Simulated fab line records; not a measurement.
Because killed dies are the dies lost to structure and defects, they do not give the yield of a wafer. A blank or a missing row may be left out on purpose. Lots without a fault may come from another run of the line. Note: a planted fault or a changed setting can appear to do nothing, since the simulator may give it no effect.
Which tool is to blame?	flow gf180mcu	12 lots, 36 wafers sampled, at 6 steps of a route of 602

## WHAT THE GAUGES READ, wafer by wafer
GF_M4_THK_MEAS_06: measures by xrf.
lot	measured	on	M4_ALCU_THK (nm)
L136	day 22 20:59	filmMetro-02	444 446 443
L137	day 23 03:56	filmMetro-04	449 453 451
L138	day 23 12:33	filmMetro-01	446 449 444
L140	day 23 21:31	filmMetro-02	445 450 446
L143	day 25 02:01	filmMetro-04	441 440 442
L144	day 25 16:04	filmMetro-04	447 446 446
L145	day 25 22:35	filmMetro-04	449 447 448
L149	day 27 01:24	filmMetro-04	445 450 450
L155	day 29 01:47	filmMetro-01	443 445 442
L156	day 29 20:12	filmMetro-04	452 448 448
L157	day 29 20:56	filmMetro-01	451 455 448
L158	day 30 08:44	filmMetro-02	444 441 443

GF_M4_CD_MEAS_14: target cd 280 nm.
lot	measured	on	cdNm (nm)
L136	day 23 19:26	cdSem-02	280.2 280.4 279.0
L137	day 24 01:55	cdSem-01	279.9 278.9 279.7
L138	day 24 10:46	cdSem-01	280.5 281.4 280.6
L140	day 24 18:36	cdSem-02	280.0 280.4 280.2
L143	day 25 22:55	cdSem-01	281.9 280.8 281.5
L144	day 26 13:01	cdSem-02	279.5 279.2 278.2
L145	day 26 19:19	cdSem-01	275.1 276.9 275.6
L149	day 27 20:52	cdSem-02	276.4 277.5 275.5
L155	day 29 19:48	cdSem-02	280.6 281.2 280.5
L156	day 30 14:12	cdSem-02	277.9 278.8 278.7
L157	day 30 14:33	cdSem-02	281.3 281.3 280.9
L158	day 31 02:04	cdSem-02	278.5 280.7 278.8

GF_V4_BOW_MEAS_05.
lot	measured	on	V4_BOW (um)
L136	day 23 20:58	filmMetro-02	139 127 143
L137	day 24 03:22	filmMetro-03	141 142 137
L138	day 24 12:10	filmMetro-03	142 133 135
L140	day 24 19:59	filmMetro-03	129 125 131
L143	day 26 00:38	filmMetro-03	128 135 149
L144	day 26 14:26	filmMetro-02	140 146 142
L145	day 26 20:43	filmMetro-04	155 152 143
L149	day 27 22:15	filmMetro-02	137 146 123
L155	day 29 21:20	filmMetro-04	142 136 145
L156	day 30 15:40	filmMetro-03	126 129 115
L157	day 30 15:59	filmMetro-03	150 145 146
L158	day 31 03:29	filmMetro-03	137 135 123

## WHAT TOOL EACH LOT RAN ON (gives the tool, then ch and the chambers of the sampled wafers, and finally the start)
lot	GF_M4_COAT_09	GF_M4_STRIP_17	GF_V4_CVD_02
L136	lithoTrack-01 ch 0, day 23 07:54	plasmaAsher-01 ch 0,1, day 23 19:50	pecvd-04 ch 1,2, day 23 20:29
L137	lithoTrack-04 ch 0, day 23 14:37	plasmaAsher-01 ch 0,1, day 24 02:11	pecvd-01 ch 1,2, day 24 02:55
L138	lithoTrack-04 ch 0, day 23 23:48	plasmaAsher-03 ch 0,1, day 24 11:02	pecvd-04 ch 0,2, day 24 11:42
L140	lithoTrack-01 ch 0, day 24 07:48	plasmaAsher-03 ch 0,1, day 24 18:53	pecvd-04 ch 1,2, day 24 19:34
L143	lithoTrack-01 ch 0, day 25 12:14	plasmaAsher-01 ch 0,1, day 25 23:11	pecvd-01 ch 0,1,2, day 25 23:53
L144	lithoTrack-01 ch 0, day 26 02:15	plasmaAsher-03 ch 0, day 26 13:18	pecvd-03 ch 0,2, day 26 14:01
L145	lithoTrack-01 ch 0, day 26 08:29	plasmaAsher-01 ch 0,1, day 26 19:35	pecvd-03 ch 0,2, day 26 20:16
L149	lithoTrack-01 ch 0, day 27 10:53	plasmaAsher-03 ch 0, day 27 21:08	pecvd-01 ch 0,1,2, day 27 21:48
L155	lithoTrack-04 ch 0, day 29 10:45	plasmaAsher-02 ch 0,1, day 29 20:13	pecvd-03 ch 0,1,2, day 29 20:55
L156	lithoTrack-01 ch 0, day 30 04:54	plasmaAsher-02 ch 0,1, day 30 14:29	pecvd-04 ch 0,1,2, day 30 15:14
L157	lithoTrack-04 ch 0, day 30 05:45	plasmaAsher-03 ch 0,1, day 30 14:50	pecvd-01 ch 0,2, day 30 15:34
L158	lithoTrack-01 ch 0, day 30 17:24	plasmaAsher-02 ch 0,1, day 31 02:21	pecvd-01 ch 0,1,2, day 31 03:04
- GF_M4_COAT_09: resist thk 1000 nm.
- GF_M4_STRIP_17: strips in O2/N2.
- GF_V4_CVD_02: deposits SiO2 from TEOS, target thk 850 nm, time 94.851 s.

## AS READ BY THE TOOLS THEMSELVES (means over the sampled wafers that have a number; for cases with no such wafer, the mark the record gives instead)
GF_M4_COAT_09.
lot	tool	chillPlateTempC (C)
L136	lithoTrack-01	22.98
L137	lithoTrack-04	23.05
L138	lithoTrack-04	22.97
L140	lithoTrack-01	23.01
L143	lithoTrack-01	22.93
L144	lithoTrack-01	23.03
L145	lithoTrack-01	22.96
L149	lithoTrack-01	23.02
L155	lithoTrack-04	23.03
L156	lithoTrack-01	23.05
L157	lithoTrack-04	22.86
L158	lithoTrack-01	23.17

GF_M4_STRIP_17.
lot	tool	drypumpMotorCurrentA (A)	heaterPowerW (W)	oesProductAu (a.u.)	stripTimeToEndpointS (s)
L136	plasmaAsher-01	5.4	316	0.537	7.36
L137	plasmaAsher-01	5.2	331	0.538	7.32
L138	plasmaAsher-03	5.4	334	0.538	7.39
L140	plasmaAsher-03	5.8	338	0.533	7.40
L143	plasmaAsher-01	5.4	317	0.538	7.43
L144	plasmaAsher-03	5.0	331	0.536	7.34
L145	plasmaAsher-01	5.2	332	0.507	6.54
L149	plasmaAsher-03	5.1	329	0.499	6.47
L155	plasmaAsher-02	5.7	367	0.534	7.38
L156	plasmaAsher-02	5.6	365	0.535	7.35
L157	plasmaAsher-03	5.4	331	0.541	7.41
L158	plasmaAsher-02	5.6	364	0.541	7.32

GF_V4_CVD_02.
lot	tool	heaterPowerW (W)
L136	pecvd-04	618
L137	pecvd-01	506
L138	pecvd-04	597
L140	pecvd-04	629
L143	pecvd-01	561
L144	pecvd-03	670
L145	pecvd-03	678
L149	pecvd-01	614
L155	pecvd-03	641
L156	pecvd-04	643
L157	pecvd-01	667
L158	pecvd-01	626

## THE ANSWER, worked out from the rows above alone
Rule: the usual values come from the lots themselves. Put in order of their means at a reading, lots are off if they are a third of the lots or fewer, leave a main group of 4 or more, and stand apart from it by a gap of 3 or more times the standard deviation of the main group's means; of several such gaps the widest counts. Not used: any main group whose means are identical at the precision the tables above print for the reading. Also off: a lot with no number at a reading for which 4 or more lots have one. The other lots that the step has rows for count as sound. After the gauges, taken in route order, come the tools' own readings; for these a lot's mean is taken, as printed above. The first step at which some lot is off is used, and at that step the reading that is off furthest; a lot without a number counts as furthest.
Off: L145, L149 (GF_M4_STRIP_17, stripTimeToEndpointS). The main group: mean 7.37 s, standard deviation 0.036.
A tool fits if, at that step or a process step before it, it ran every lot that is off, and no sound lot after the first of them. Of those tried, none fits.

## WHAT THE SIMULATOR PUT IN
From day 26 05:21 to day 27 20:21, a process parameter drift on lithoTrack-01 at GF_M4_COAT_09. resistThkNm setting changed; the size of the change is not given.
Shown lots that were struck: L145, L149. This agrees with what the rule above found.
